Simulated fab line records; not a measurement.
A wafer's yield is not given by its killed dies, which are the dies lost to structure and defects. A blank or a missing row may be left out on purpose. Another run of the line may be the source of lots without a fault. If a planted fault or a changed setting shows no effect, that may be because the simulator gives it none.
What tool caused it?    flow gf180mcu    39 wafers from 13 lots sampled at 3 of the route's 602 steps

WHAT THE GAUGES SHOWED, per wafer
GF_MVPSD_OVL_MEAS_07.
lot   measured      on          MVPSD_OVL (nm)
L560  day 5 02:47   overlay-02  -1.6 -0.8 -0.2
L561  day 5 08:07   overlay-02  -2.3 -1.5 -0.5
L562  day 5 12:35   overlay-02  -4.4 -2.6 -4.5
L563  day 5 19:11   overlay-01  0.7 1.4 -0.9
L565  day 6 14:50   overlay-01  -1.5 -0.8 -1.5
L567  day 6 23:52   overlay-01  0.0 -1.6 -1.0
L569  day 7 14:56   overlay-02  -0.2 -0.5 -0.2
L570  day 7 16:30   overlay-01  -1.2 -1.1 0.2
L572  day 8 02:07   overlay-01  0.4 -2.3 -1.4
L574  day 8 14:47   overlay-01  -0.8 -2.6 -3.4
L578  day 9 13:46   overlay-01  5.1 4.5 3.1
L580  day 10 00:31  overlay-01  -2.9 -2.0 -1.8
L581  day 10 05:08  overlay-01  -1.4 -0.7 -1.8

GF_M2_CD_MEAS_14 targets a cd of 280 nm.
lot   measured      on         cd nm (nm)
L560  day 19 14:28  cd sem-01  280.1 281.5 280.6
L561  day 19 20:29  cd sem-01  279.1 281.1 279.5
L562  day 20 01:46  cd sem-02  280.9 279.8 279.9
L563  day 20 20:41  cd sem-02  280.8 281.5 281.4
L565  day 22 00:50  cd sem-02  280.1 280.1 280.9
L567  day 22 10:55  cd sem-01  278.6 280.1 278.4
L569  day 23 07:08  cd sem-01  281.9 281.3 280.4
L570  day 23 10:53  cd sem-01  280.5 279.8 280.3
L572  day 23 21:14  cd sem-01  280.7 281.0 280.6
L574  day 24 15:10  cd sem-02  279.4 279.3 279.6
L578  day 25 19:55  cd sem-01  278.7 279.9 278.9
L580  day 26 09:01  cd sem-02  279.3 278.3 278.3
L581  day 26 14:11  cd sem-02  279.0 278.5 278.4

TOOL THAT RAN EACH LOT (tool first, then ch and the chambers of the sampled wafers, then the start)
lot   GF_MVPSD_EXPOSE_04
L560  iline stepper-01 ch 0, day 4 19:27
L561  iline stepper-01 ch 0, day 5 01:14
L562  iline stepper-01 ch 0, day 5 05:17
L563  iline stepper-02 ch 0, day 5 11:53
L565  iline stepper-02 ch 0, day 6 07:02
L567  iline stepper-02 ch 0, day 6 16:38
L569  iline stepper-02 ch 0, day 7 07:02
L570  iline stepper-02 ch 0, day 7 08:52
L572  iline stepper-01 ch 0, day 7 18:04
L574  iline stepper-01 ch 0, day 8 07:13
L578  iline stepper-02 ch 0, day 9 05:15
L580  iline stepper-01 ch 0, day 9 16:19
L581  iline stepper-01 ch 0, day 9 20:47
- GF_MVPSD_EXPOSE_04: exposes mask MVPSD, target cd 1000 nm.

WHAT THE TOOLS THEMSELVES READ (means of the sampled wafers that have a number; where no wafer has one, the mark that the record gives instead)
The record holds no such reading with a usual standard deviation.

THE ANSWER, worked out from the rows above alone
Rule: the usual values come from the lots themselves. Put in order of their means at a reading, lots are off if they are a third of the lots or fewer, leave a main group of 4 or more, and stand apart from it by a gap of 3 or more times the standard deviation of the main group's means; of several such gaps the widest counts. A main group is skipped when, at the precision printed for the reading in the tables above, its means are all equal. A lot without any number at a reading at which 4 lots or more have one is off too. Where the step has rows for the other lots, those lots are counted as sound. First the gauges in route order, then the tools' own readings, where a lot's mean is used as printed above. The first step at which some lot is off is used, and at that step the reading that is off furthest; a lot without a number counts as furthest.
Off: at GF_MVPSD_OVL_MEAS_07 (MVPSD_OVL), L578. The main group: mean -1.3 nm, standard deviation 1.
A tool fits if, at a process step before that reading, it ran every lot that is off, and no sound lot after the first of them. Those tools and the gauges at GF_MVPSD_OVL_MEAS_07 are tried in the same way. One candidate fits, namely iline stepper-02 at GF_MVPSD_EXPOSE_04. A fault onset in the window from L570 (day 7 08:52, its last sound lot) to L578 (day 9 05:15, its first lot off) fits.

WHAT THE SIMULATOR HAD INSERTED
Scanner matching overlay: iline stepper-02, from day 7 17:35 on, at GF_MVPSD_EXPOSE_04. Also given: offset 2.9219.
Struck lots among those shown: L578. Same finding as the rule above.
